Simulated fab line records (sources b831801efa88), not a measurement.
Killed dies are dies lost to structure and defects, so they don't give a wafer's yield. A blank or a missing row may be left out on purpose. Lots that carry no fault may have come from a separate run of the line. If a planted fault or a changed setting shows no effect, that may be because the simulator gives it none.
Comparing a struck lot with a sound one -- flow gf180mcu -- 17 out of 602 route steps
Sound: these wafers, L850.1, L850.5, L850.6. Wafers struck: L860.2, L860.3, L860.4. At the end, the cause is stated.
Order at every step that has rows: each side's tool, ch and its chambers, its first start. Under that, the readings that differ: sound wafers -- struck wafers -- difference of the means -- sigmas: that difference in standard deviations of wafers without a fault.
alike: readings with means less than 2 such deviations apart, plus words and numbers identical on both sides. not compared: withheld readings, readings lacking a value on some wafer, bounds such as >300 that could conceal the same value, and numbers that have no deviation in the record and whose values overlap.
A row with sigmas, a row that says differs or no value, or rows on one side alone: a step with any of these is where the two part. Non-overlapping numbers with no deviation appear without sigmas and do not part them. A reading missing from all wafers of one side parts the sides only when that side holds two or more wafers.

first, 2 steps without rows for these wafers: GF_HV_LDD_PEB_44; GF_HV_LDD_DEVELOP_45 (develop time 60 s).
GF_HV_LDD_CD_MEAS_46: the cd target is 400 nm.
  sound on cd sem-02, day 12 12:05; struck on cd sem-02, day 15 19:34
  alike: cd nm
GF_HV_LDD_OVL_MEAS_47:
  sound on overlay-01, day 12 12:12; struck on overlay-01, day 15 19:40
  alike: HV_LDD_03_OVL
after that, 1 step had no rows for these wafers: GF_HV_LDD_IMPLANT_48.
GF_HV_LDD_STRIP_49: strips in O2/N2.
  sound on plasma asher-01 ch 0,1, day 12 12:23; struck on plasma asher-01 ch 0,1, day 15 19:50
  alike: drypump motor current A, heater power w, n2 flow sccm, oes product au, strip time to endpoint s
  not compared: rf hours counter h
GF_HV_LDD_TW_MEAS_50:
  sound on film metro-02, day 12 12:29; struck on film metro-04, day 15 19:57
  alike: HV_LDD_4_TW
then, 1 step without rows for these wafers: GF_HV_LDD_CLEAN_51 (cleans in SC1/SC2, time 150 s).
GF_HV_LDD_RTA_52: time 10 s.
  sound on rtp anneal-02 ch 0, day 12 12:36; struck on rtp anneal-01 ch 0, day 15 20:04
  alike: lamp power pct, wafer_temp_C_max
GF_HV_LDD_RS_MEAS_53: a four-point-probe measurement.
  sound on film metro-02, day 12 12:40; struck on film metro-04, day 15 20:08
  alike: HV_LDD_RS
then, 1 step without rows for these wafers: GF_HV_LDD_CVD_54 (deposits SiO2 from TEOS, target thk 10 nm, time 75 s).
GF_HV_LDD_THK_MEAS_55:
  sound on film metro-02, day 12 14:23; struck on film metro-02, day 15 21:16
  alike: HV_LDD_CVD_54_THK
GF_HV_LDD_CVD_56: deposits Si3N4 from DCS/NH3, target thk 90 nm, time 1543 s.
  sound on lpcvd-02 ch 1, day 12 14:26; struck on lpcvd-01 ch 1, day 15 21:19
reading,sound,struck,difference,sigmas
model.Si3N4_of_HV_LDD_CVD_56.thk nm (nm),91.04 91.02 89.52,83.28 83.69 82.8,-7.27,
  alike: zone power bottom pct
GF_HV_LDD_THK_MEAS_57:
  sound on film metro-02, day 12 15:52; struck on film metro-02, day 15 22:46
reading,sound,struck,difference,sigmas
HV_LDD_CVD_56_THK (nm),91.0 91.0 89.5,83.3 83.7 82.8,-7.2,-10
GF_HV_LDD_ETCHBACK_58: etches Si3N4 in CH3F/O2, stops on SiO2, time 100 s, target depth 90 nm.
  sound on rie diel-02 ch 0,1,3, day 12 15:56; struck on rie diel-03 ch 0,1,3, day 15 22:49
reading,sound,struck,difference,sigmas
oes product au (a.u.),0.843 0.849 0.845,0.811 0.812 0.805,-0.036,-6
model.etch.depth nm (nm),91.04 91.02 89.52,83.28 83.69 82.8,-7.27,
  alike: drypump motor current A, throttle valve pct
  not compared: rf hours counter h
then, 1 step without rows for these wafers: GF_NSD_DEHYDRATE_00 (time 60 s).
GF_PASSIVATION_PROBE_99:
  the record holds rows for the sound wafers here (prober-01, day 29 03:40) but none for the struck ones

== WHERE THEY PART ==
Last at GF_PASSIVATION_PROBE_99 as far as this record goes, first at GF_HV_LDD_THK_MEAS_57.

WHY: what the simulator had put in
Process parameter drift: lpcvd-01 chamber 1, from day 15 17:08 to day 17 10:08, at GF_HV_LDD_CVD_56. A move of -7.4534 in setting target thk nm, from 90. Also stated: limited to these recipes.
